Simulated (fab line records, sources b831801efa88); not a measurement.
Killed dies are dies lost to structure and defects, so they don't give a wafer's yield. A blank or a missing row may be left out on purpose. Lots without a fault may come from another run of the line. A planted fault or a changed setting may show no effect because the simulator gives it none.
fab line records | flow gf180mcu | part 1 of 2: steps 1 to 26 of 37
record lots=5 wafers=15 last_day=34
route steps=602 shown STI@6 DNWELL@32 NWELL@42
lots that met no fault: from a run of the same line without faults
start_h: hours from the record's first day to the start of the lot's first wafer shown | wait_h: hours since the lot's step before | " the same as in the row above | L1.1+2: a row that stands for several wafers | - no value, or no start given | * or withheld: withheld | < > ~ a bound
route shown NAME@n: a module of which the file shows steps, and the number in the route of the first | usual: mean/standard deviation of fault-free wafers | same: alike in all rows | chamber/n: place in a boat | sites: the reading at each site | _std_site: their standard deviation | _edge_site: outer sites' mean less inner sites' | radius_mm: how far each site lies from the wafer's centre | mask NAME#n: copy n | behind: the tool/chamber that last shaped the wafer | hold: why the lot was held/for how many hours/how that ended | device: the transistor (n, p or np) that didn't switch | end of line: the same wafers' tests at the end of the route | a step without rows: its recipe alone | killed: dies lost to structure and defects at the first sort, not the wafer's yield | map: a wafer's dies, x killed, . not, _ none there
set.NAME: the setting as run; set.NAME@STEP: as run at that earlier step | model.NAME: the simulator's own value behind a step, which no gauge read
lots at some steps of the route; a table a step, a row a wafer
services: from which hour (start_h, from the record's first day; less than 0 if before it) a tool's chamber was out of use, for how many hours, and why
## steps
# step GF_STI_DEHYDRATE_05
# recipe temp_c=200 time_s=60
# usual plate_temp_C=199.98/0.14
# columns lot.wafer tool chamber start_h wait_h plate_temp_C
L079.2 litho_track-04 0 44.26 5.7 199.98
L079.3 " 0 " " 200.00
L079.6 " 0 " " 199.98
L081.3 litho_track-04 0 54.28 5.7 200.11
L081.5 " 0 " " 199.97
L081.6 " 0 " " 200.03
L082.4 litho_track-01 0 59.85 5.8 200.03
L082.5 " 0 " " 199.85
L082.6 " 0 " " 200.11
L088.4 litho_track-04 0 90.21 6.6 200.09
L088.5 " 0 " " 200.14
L088.6 " 0 " " 199.94
L094.3 litho_track-02 0 120.32 6.7 200.15
L094.4 " 0 " " 200.16
L094.6 " 0 " " 200.02
# step GF_STI_HMDS_06
# recipe prime_time_s=60 prime_temp_c=120
# columns lot.wafer tool chamber start_h wait_h
L079.2+3+6 litho_track-04 0 44.41 0.1
L081.3+5+6 litho_track-04 0 54.43 0.1
L082.4+5+6 litho_track-01 0 60.00 0.1
L088.4+5+6 litho_track-04 0 90.36 0.1
L094.3+4+6 litho_track-02 0 120.47 0.1
# step GF_STI_COAT_07
# recipe resist=KrF spin_rpm=withheld resist_thk_nm=700
# columns lot.wafer tool chamber start_h wait_h
L079.2+3+6 litho_track-04 0 44.56 0.1
L081.3+5+6 litho_track-04 0 54.58 0.1
L082.4+5+6 litho_track-01 0 60.15 0.1
L088.4+5+6 litho_track-04 0 90.51 0.1
L094.3+4+6 litho_track-02 0 120.62 0.1
# step GF_STI_SOFTBAKE_08
# recipe temp_c=130 time_s=60 resist=KrF
# usual plate_temp_C=130.02/0.13
# columns lot.wafer tool chamber start_h wait_h plate_temp_C
L079.2 litho_track-04 0 44.71 0.1 129.92
L079.3 " 0 " " 129.99
L079.6 " 0 " " 129.84
L081.3 litho_track-04 0 54.73 0.1 130.15
L081.5 " 0 " " 130.09
L081.6 " 0 " " 130.23
L082.4 litho_track-01 0 60.30 0.1 129.93
L082.5 " 0 " " 129.92
L082.6 " 0 " " 129.90
L088.4 litho_track-04 0 90.66 0.1 130.00
L088.5 " 0 " " 130.03
L088.6 " 0 " " 130.02
L094.3 litho_track-02 0 120.77 0.1 130.11
L094.4 " 0 " " 130.17
L094.6 " 0 " " 130.09
# step GF_STI_EXPOSE_09
# recipe mask_id=COMP target_cd_nm=220 na=0.68 source_shape=conventional sigma_outer=0.6 dose_mj=28
# usual reticle_temp_C=23.00/0.1
# columns lot.wafer tool chamber start_h wait_h mask reticle_temp_C
L079.2 krf_scanner-02 0 - - COMP#0 23.07
L079.3 " 0 " " COMP#0 22.85
L079.6 " 0 " " COMP#0 23.05
L081.3 krf_scanner-02 0 - - COMP#0 23.03
L081.5 " 0 " " COMP#0 22.94
L081.6 " 0 " " COMP#0 22.96
L082.4 krf_scanner-02 0 - - COMP#0 22.85
L082.5 " 0 " " COMP#0 23.02
L082.6 " 0 " " COMP#0 22.95
L088.4 krf_scanner-02 0 - - COMP#0 23.23
L088.5 " 0 " " COMP#0 23.07
L088.6 " 0 " " COMP#0 22.96
L094.3 krf_scanner-02 0 - - COMP#0 22.97
L094.4 " 0 " " COMP#0 23.02
L094.6 " 0 " " COMP#0 22.98
# step GF_STI_PEB_10
# recipe peb_temp_c=135 peb_time_s=90 resist=KrF
# usual plate_temp_C=134.99/0.13
# columns lot.wafer tool chamber start_h wait_h plate_temp_C
L079.2 litho_track-01 0 - - 135.00
L079.3 " 0 " " 134.85
L079.6 " 0 " " 135.02
L081.3 litho_track-01 0 - - 134.97
L081.5 " 0 " " 134.86
L081.6 " 0 " " 135.01
L082.4 litho_track-01 0 - - 135.03
L082.5 " 0 " " 134.98
L082.6 " 0 " " 135.15
L088.4 litho_track-04 0 - - 134.85
L088.5 " 0 " " 134.87
L088.6 " 0 " " 134.83
L094.3 litho_track-02 0 - - 134.79
L094.4 " 0 " " 135.02
L094.6 " 0 " " 134.77
# step GF_STI_DEVELOP_11
# recipe develop_time_s=60 dev_temp_c=21
# columns lot.wafer tool chamber start_h wait_h
L079.2+3+6 litho_track-01 0 51.30 0.2
L081.3+5+6 litho_track-01 0 61.22 0.1
L082.4+5+6 litho_track-01 0 66.65 0.1
L088.4+5+6 litho_track-04 0 97.81 0.1
L094.3+4+6 litho_track-02 0 127.87 0.1
# step GF_STI_CD_MEAS_12
# recipe target_cd_nm=220
# usual cd_nm=220.2/1.2
# columns lot.wafer tool chamber start_h wait_h cd_nm
L079.2 cd_sem-01 - 51.44 0.1 220.1
L079.3 " - " " 219.3
L079.6 " - " " 220.4
L081.3 cd_sem-02 - 61.36 0.1 219.4
L081.5 " - " " 218.0
L081.6 " - " " 219.5
L082.4 cd_sem-01 - 66.78 0.1 219.9
L082.5 " - " " 219.4
L082.6 " - " " 219.8
L088.4 cd_sem-01 - 97.94 0.1 220.7
L088.5 " - " " 221.4
L088.6 " - " " 220.7
L094.3 cd_sem-02 - 128.01 0.1 220.9
L094.4 " - " " 221.4
L094.6 " - " " 222.0
# step GF_STI_ETCH_13
# recipe chemistry=CHF3/O2 stop_on=Si over_etch_frac=0.3 target_depth_a=2823.1 source_w=600 bias_w=200 pressure_mtorr=40 chf3_flow_sccm=50 O2_flow_sccm=5 time_s=112.9
# usual drypump_motor_current_A=5.6/0.47 oes_product_au=0.834/0.0068 throttle_valve_pct=8.811/0.0096
# columns lot.wafer tool chamber start_h wait_h drypump_motor_current_A oes_product_au rf_hours_counter_h throttle_valve_pct
L079.2 rie_diel-01 3 51.54 0.1 5.9 0.834 137 8.786
L079.3 " 2 " " 6.6 0.842 172 8.812
L079.6 " 3 " " 5.9 0.848 - 8.822
L081.3 rie_diel-03 2 61.44 0.1 6.0 0.827 54 8.808
L081.5 " 1 " " 6.2 0.829 - 8.823
L081.6 " 2 " " 6.1 0.827 - 8.806
L082.4 rie_diel-03 0 66.84 0.0 5.3 0.827 72 8.809
L082.5 " 2 " " 6.1 0.832 - 8.807
L082.6 " 3 " " 5.3 0.822 - 8.813
L088.4 rie_diel-03 3 98.00 0.0 5.3 0.837 158 8.798
L088.5 " 1 " " 6.2 0.831 - 8.837
L088.6 " 0 " " 5.3 0.835 - 8.794
L094.3 rie_diel-03 2 128.09 0.1 6.0 0.836 56 8.812
L094.4 " 3 " " 5.3 0.830 159 8.824
L094.6 " 2 " " 6.0 0.833 - 8.812
# step GF_STI_ETCH_14
# recipe target=Si chemistry=HBr/Cl2/O2 target_depth_nm=360 icp_w=600 bias_w=150 pressure_mtorr=15 HBr_flow_sccm=150 Cl2_flow_sccm=40 O2_flow_sccm=6 time_s=102.9
# usual drypump_motor_current_A=5.7/0.45 oes_product_au=1.002/0.008 throttle_valve_pct=25.655/0.0092
# columns lot.wafer tool chamber start_h wait_h drypump_motor_current_A oes_product_au rf_hours_counter_h throttle_valve_pct
L079.2 rie_si-02 0 51.62 0.0 6.3 0.999 86 25.650
L079.3 " 2 " " 5.8 0.999 42 25.663
L079.6 " 2 " " 5.8 0.999 - 25.649
L081.3 rie_si-02 1 61.52 0.0 5.8 0.992 61 25.661
L081.5 " 3 " " 6.4 0.987 - 25.671
L081.6 " 2 " " 5.8 0.997 - 25.661
L082.4 rie_si-01 2 66.92 0.0 5.5 1.004 52 25.656
L082.5 " 1 " " 5.5 0.996 - 25.646
L082.6 " 2 " " 5.5 0.999 - 25.651
L088.4 rie_si-01 1 98.12 0.1 5.5 1.001 - 25.657
L088.5 " 3 " " 5.0 1.007 - 25.649
L088.6 " 0 " " 5.6 1.016 - 25.645
L094.3 rie_si-01 2 128.17 0.0 5.5 1.011 53 25.636
L094.4 " 1 " " 5.5 0.998 2 25.659
L094.6 " 3 " " 5.0 0.998 - 25.653
# step GF_STI_STRIP_15
# recipe chemistry=O2/N2 power_w=1400 pressure_mtorr=1500 platen_temp_c=250 o2_flow_sccm=3000 n2_flow_sccm=300 overash_fraction=0.5
# usual drypump_motor_current_A=5.6/0.53 heater_power_w=327/33 n2_flow_sccm=299.9/0.91 oes_product_au=0.385/0.0047 strip_time_to_endpoint_s=3.74/0.037
# columns lot.wafer tool chamber start_h wait_h drypump_motor_current_A heater_power_w n2_flow_sccm oes_product_au rf_hours_counter_h strip_time_to_endpoint_s
L079.2 plasma_asher-02 0 51.69 0.0 6.4 360 298.6 0.385 39 3.72
L079.3 " 1 " " 4.7 296 301.4 0.386 - 3.75
L079.6 " 0 " " 6.4 358 300.1 0.387 - 3.70
L081.3 plasma_asher-02 1 61.63 0.1 4.7 295 301.2 0.385 - 3.81
L081.5 " 0 " " 6.4 355 297.5 0.390 - 3.82
L081.6 " 1 " " 4.7 289 298.8 0.387 - 3.85
L082.4 plasma_asher-04 0 67.03 0.1 5.9 288 299.2 0.385 - 3.73
L082.5 " 0 " " 5.9 286 299.4 0.386 - 3.76
L082.6 " 1 " " 6.0 374 300.5 0.380 - 3.75
L088.4 plasma_asher-01 1 98.19 0.0 5.4 316 299.7 0.381 - 3.74
L088.5 " 0 " " 5.7 348 300.1 0.393 - 3.81
L088.6 " 1 " " 5.4 309 301.7 0.382 - 3.75
L094.3 plasma_asher-01 1 128.28 0.1 5.4 304 300.3 0.383 - 3.75
L094.4 " 0 " " 5.7 341 301.9 0.384 - 3.68
L094.6 " 0 " " 5.7 343 302.3 0.374 - 3.67
# step GF_STI_CLEAN_16
# recipe chemistry=dHF time_s=25 dilution=100:1
# columns lot.wafer tool chamber start_h wait_h
L079.2+3+6 wet_bench-01 1 51.79 0.1
L081.3+5+6 wet_bench-01 0 61.69 0.0
L082.4+5+6 wet_bench-03 1 67.09 0.0
L088.4+5+6 wet_bench-01 1 98.25 0.0
L094.3+4+6 wet_bench-01 1 128.35 0.0
# step GF_STI_WET_ETCH_17
# recipe chemistry=H3PO4 target_depth_nm=45 temp_c=160 target=Si3N4 time_s=514
# usual temp_c=160.03/0.14
# columns lot.wafer tool chamber start_h wait_h temp_c
L079.2 wet_bench-03 0 51.81 0.0 160.29
L079.3 " 0 " " 160.09
L079.6 " 0 " " 160.13
L081.3 wet_bench-03 2 61.71 0.0 159.98
L081.5 " 2 " " 160.19
L081.6 " 2 " " 160.07
L082.4 wet_bench-01 1 67.11 0.0 160.27
L082.5 " 1 " " 159.99
L082.6 " 1 " " 159.84
L088.4 wet_bench-03 0 98.27 0.0 160.01
L088.5 " 0 " " 160.17
L088.6 " 0 " " 159.95
L094.3 wet_bench-03 3 128.36 0.0 160.02
L094.4 " 3 " " 160.06
L094.6 " 3 " " 159.92
# step GF_STI_CLEAN_18
# recipe chemistry=SC1/SC2 mix=1:4:20 temp_c=70 time_s=150
# usual temp_c=69.99/0.11
# columns lot.wafer tool chamber start_h wait_h temp_c
L079.2 wet_bench-01 1 51.96 0.0 69.98
L079.3 " 1 " " 70.05
L079.6 " 1 " " 69.97
L081.3 wet_bench-04 1 61.86 0.0 70.10
L081.5 " 1 " " 69.78
L081.6 " 1 " " 69.87
L082.4 wet_bench-03 2 67.26 0.0 70.13
L082.5 " 2 " " 70.09
L082.6 " 2 " " 70.03
L088.4 wet_bench-01 1 98.42 0.0 69.92
L088.5 " 1 " " 70.08
L088.6 " 1 " " 70.04
L094.3 wet_bench-01 0 128.53 0.0 69.92
L094.4 " 0 " " 69.94
L094.6 " 0 " " 69.96
# step GF_STI_CLEAN_19
# recipe chemistry=dHF time_s=20 dilution=100:1
# columns lot.wafer tool chamber start_h wait_h
L079.2+3+6 wet_bench-03 3 52.02 0.0
L081.3+5+6 wet_bench-01 1 61.91 0.0
L082.4+5+6 wet_bench-01 2 67.32 0.0
L088.4+5+6 wet_bench-03 3 98.47 0.0
L094.3+4+6 wet_bench-04 2 128.58 0.0
# step GF_STI_WET_ETCH_20
# recipe chemistry=dHF dilution=100:1 target_depth_nm=20 temp_c=25 dry=ipa_marangoni target=SiO2 time_s=400
# usual temp_c=24.98/0.12
# columns lot.wafer tool chamber start_h wait_h temp_c
L079.2 wet_bench-04 3 52.03 0.0 24.93
L079.3 " 3 " " 24.99
L079.6 " 3 " " 24.98
L081.3 wet_bench-03 2 61.92 0.0 24.85
L081.5 " 2 " " 25.03
L081.6 " 2 " " 24.96
L082.4 wet_bench-03 1 67.33 0.0 25.11
L082.5 " 1 " " 25.14
L082.6 " 1 " " 25.22
L088.4 wet_bench-01 3 98.48 0.0 25.07
L088.5 " 3 " " 25.09
L088.6 " 3 " " 25.08
L094.3 wet_bench-03 3 128.60 0.0 24.99
L094.4 " 3 " " 24.79
L094.6 " 3 " " 25.00
# step GF_STI_OXIDATION_21
# recipe temp_c=1000 ambient=O2 stabilise_s=600 purge_s=300 target_thk_a=150 ox_time_s=458
# usual spike_tc_centre_C=1001.0/2 spike_tc_upper_C=1000.6/1.5
# same stabilise_s=600
# columns lot.wafer tool chamber start_h wait_h spike_tc_centre_C spike_tc_upper_C
L079.2 furnace-01 0 52.16 0.0 998.3 999.6
L079.3 " 0 " " 999.1 999.3
L079.6 " 0 " " 998.5 998.3
L081.3 furnace-02 0 62.12 0.1 1002.0 1000.5
L081.5 " 0 " " 1002.8 1000.9
L081.6 " 0 " " 1001.1 1001.6
L082.4 furnace-02 0 67.46 0.0 1003.6 1001.3
L082.5 " 0 " " 1003.4 1001.5
L082.6 " 0 " " 1002.7 1000.7
L088.4 furnace-01 0 98.60 0.0 999.3 998.8
L088.5 " 0 " " 997.9 998.3
L088.6 " 0 " " 999.0 999.0
L094.3 furnace-01 0 129.60 0.9 998.5 999.3
L094.4 " 0 " " 1001.2 998.3
L094.6 " 0 " " 999.7 999.6
# step GF_STI_THK_MEAS_22
# recipe reads=SiO2_of_STI_OXIDATION_21
# usual STI_OXIDATION_01_THK=14.93/0.28
# columns lot.wafer tool chamber start_h wait_h STI_OXIDATION_01_THK[nm]
L079.2 film_metro-02 - 53.30 0.0 14.38
L079.3 " - " " 14.89
L079.6 " - " " 14.52
L081.3 film_metro-01 - 63.27 0.0 14.91
L081.5 " - " " 15.11
L081.6 " - " " 14.90
L082.4 film_metro-01 - 68.62 0.0 14.80
L082.5 " - " " 14.98
L082.6 " - " " 14.95
L088.4 film_metro-02 - 99.76 0.0 14.51
L088.5 " - " " 14.44
L088.6 " - " " 14.67
L094.3 film_metro-01 - 130.75 0.0 15.05
L094.4 " - " " 15.20
L094.6 " - " " 15.00
# step GF_STI_CVD_23
# recipe material=SiO2 target_thk_nm=650 sigma_open_frac=0.3 time_s=108.3 temp_c=600 sih4_flow_sccm=60 pressure_mtorr=6
# columns lot.wafer tool chamber start_h wait_h
L079.2+3+6 hdpcvd-02 1 53.35 0.0
L081.3+5+6 hdpcvd-01 1,1,0 63.31 0.0
L082.4+5+6 hdpcvd-01 1,2,0 68.69 0.1
L088.4+5+6 hdpcvd-02 1,1,0 99.83 0.1
L094.3+4+6 hdpcvd-02 0,1,2 130.79 0.0
# step GF_STI_THK_MEAS_24
# recipe reads=SiO2_of_STI_CVD_23
# usual STI_CVD_23_THK=651/8.3
# columns lot.wafer tool chamber start_h wait_h STI_CVD_23_THK[nm]
L079.2 film_metro-01 - 53.47 0.1 660
L079.3 " - " " 656
L079.6 " - " " 654
L081.3 film_metro-02 - 63.40 0.1 650
L081.5 " - " " 659
L081.6 " - " " 663
L082.4 film_metro-04 - 68.75 0.0 659
L082.5 " - " " 655
L082.6 " - " " 665
L088.4 film_metro-04 - 99.94 0.1 651
L088.5 " - " " 643
L088.6 " - " " 634
L094.3 film_metro-04 - 130.89 0.1 654
L094.4 " - " " 652
L094.6 " - " " 649
# step GF_STI_CMP_25
# recipe stop_on=Si3N4 t_overpolish_s=33 down_force_psi=4 platen_rpm=60 target_thk_nm=524.6 pad_velocity_m_s=0.94248
# usual motor_current_A=12.1/0.98 overpolish_run_s=33.000/0.0092 time_to_endpoint_s=120/4.3
# columns lot.wafer tool chamber start_h wait_h motor_current_A overpolish_run_s time_to_endpoint_s
L079.3 cmp-01 1 53.52 0.0 12.7 33.013 130
L079.2 " 3 " " 13.3 33.001 135
L079.6 " 1 " " 13.1 33.000 127
L081.3 cmp-01 1 63.59 0.2 12.7 32.997 124
L081.6 " 2 " " 11.7 33.000 128
L081.5 " 3 " " 12.9 33.003 122
L082.4 cmp-02 1 68.88 0.1 10.2 32.995 123
L082.5 " 3 " " 11.8 33.007 119
L082.6 " 0 " " 10.9 32.993 123
L088.4 cmp-02 3 100.07 0.1 12.4 32.987 119
L088.5 " 1 " " 10.8 33.007 118
L088.6 " 2 " " 11.7 32.977 117
L094.4 cmp-01 1 130.93 0.0 12.7 32.981 118
L094.3 " 3 " " 12.3 32.987 120
L094.6 " 1 " " 13.1 33.017 118
# step GF_STI_WET_ETCH_26
# recipe chemistry=dHF target_depth_nm=94 target=SiO2 temp_c=25 dilution=10:1 time_s=188
# usual temp_c=24.97/0.096
# columns lot.wafer tool chamber start_h wait_h temp_c
L079.2 wet_bench-01 0 53.82 0.1 25.02
L079.3 " 0 " " 25.08
L079.6 " 0 " " 25.02
L081.3 wet_bench-01 1 63.74 0.1 24.89
L081.5 " 1 " " 24.97
L081.6 " 1 " " 25.14
L082.4 wet_bench-04 2 69.08 0.1 24.83
L082.5 " 2 " " 24.90
L082.6 " 2 " " 24.91
L088.4 wet_bench-04 3 100.27 0.1 25.00
L088.5 " 3 " " 24.95
L088.6 " 3 " " 25.02
L094.3 wet_bench-04 2 131.23 0.1 24.99
L094.4 " 2 " " 25.02
L094.6 " 2 " " 24.82
# step GF_STI_WET_ETCH_27
# recipe chemistry=H3PO4 target_depth_nm=160 target=Si3N4 temp_c=160 time_s=1825
# usual temp_c=160.01/0.18
# columns lot.wafer tool chamber start_h wait_h temp_c
L079.2 wet_bench-03 0 53.89 0.0 160.25
L079.3 " 0 " " 160.23
L079.6 " 0 " " 160.31
L081.3 wet_bench-03 1 63.81 0.0 159.81
L081.5 " 1 " " 159.92
L081.6 " 1 " " 160.01
L082.4 wet_bench-04 3 69.21 0.0 160.26
L082.5 " 3 " " 160.00
L082.6 " 3 " " 159.98
L088.4 wet_bench-01 1 100.33 0.0 160.28
L088.5 " 1 " " 160.42
L088.6 " 1 " " 160.20
L094.3 wet_bench-03 3 131.29 0.0 159.92
L094.4 " 3 " " 160.00
L094.6 " 3 " " 159.95
# step GF_STI_WET_ETCH_28
# recipe chemistry=dHF target_depth_nm=20 dry=ipa_marangoni target=SiO2 temp_c=25 dilution=10:1 time_s=40
# usual temp_c=24.99/0.11
# columns lot.wafer tool chamber start_h wait_h temp_c
L079.2 wet_bench-04 2 54.40 0.0 25.08
L079.3 " 2 " " 25.00
L079.6 " 2 " " 25.16
L081.3 wet_bench-01 0 64.32 0.0 24.92
L081.5 " 0 " " 25.04
L081.6 " 0 " " 24.95
L082.4 wet_bench-01 1 70.24 0.0 24.96
L082.5 " 1 " " 25.08
L082.6 " 1 " " 24.85
L088.4 wet_bench-04 3 100.84 0.0 25.04
L088.5 " 3 " " 24.98
L088.6 " 3 " " 24.90
L094.3 wet_bench-01 1 131.85 0.0 25.19
L094.4 " 1 " " 25.00
L094.6 " 1 " " 24.97
# step GF_STI_OXIDATION_29
# recipe temp_c=900 ambient=O2 stabilise_s=600 purge_s=300 target_thk_a=100 ox_time_s=1418
# usual spike_tc_centre_C=900.8/2 spike_tc_upper_C=900.5/1.6
# same stabilise_s=600
# columns lot.wafer tool chamber start_h wait_h spike_tc_centre_C spike_tc_upper_C
L079.2 furnace-02 0 55.33 0.9 903.6 902.0
L079.3 " 0 " " 902.4 900.1
L079.6 " 0 " " 902.5 900.7
L081.3 furnace-02 0 64.34 0.0 899.7 900.9
L081.5 " 0 " " 901.1 900.7
L081.6 " 0 " " 902.0 900.7
L082.4 furnace-01 0 70.26 0.0 899.6 898.4
L082.5 " 0 " " 900.4 898.8
L082.6 " 0 " " 898.7 899.0
L088.4 furnace-02 0 100.88 0.0 902.5 901.3
L088.5 " 0 " " 902.8 902.2
L088.6 " 0 " " 900.9 901.3
L094.3 furnace-02 0 131.87 0.0 902.1 902.3
L094.4 " 0 " " 902.2 903.0
L094.6 " 0 " " 901.5 900.8
# step GF_STI_THK_MEAS_30
# recipe reads=SiO2_of_STI_OXIDATION_29
# usual STI_OXIDATION_02_THK=10.00/0.2
# columns lot.wafer tool chamber start_h wait_h STI_OXIDATION_02_THK[nm]
L079.2 film_metro-01 - 56.74 0.0 10.05
L079.3 " - " " 9.92
L079.6 " - " " 10.01
L081.3 film_metro-01 - 65.75 0.0 10.02
L081.5 " - " " 10.23
L081.6 " - " " 10.16
L082.4 film_metro-04 - 71.68 0.0 10.18
L082.5 " - " " 9.99
L082.6 " - " " 9.87
L088.4 film_metro-01 - 102.31 0.0 10.05
L088.5 " - " " 10.05
L088.6 " - " " 9.91
L094.3 film_metro-02 - 133.29 0.0 10.32
L094.4 " - " " 10.38
L094.6 " - " " 10.15
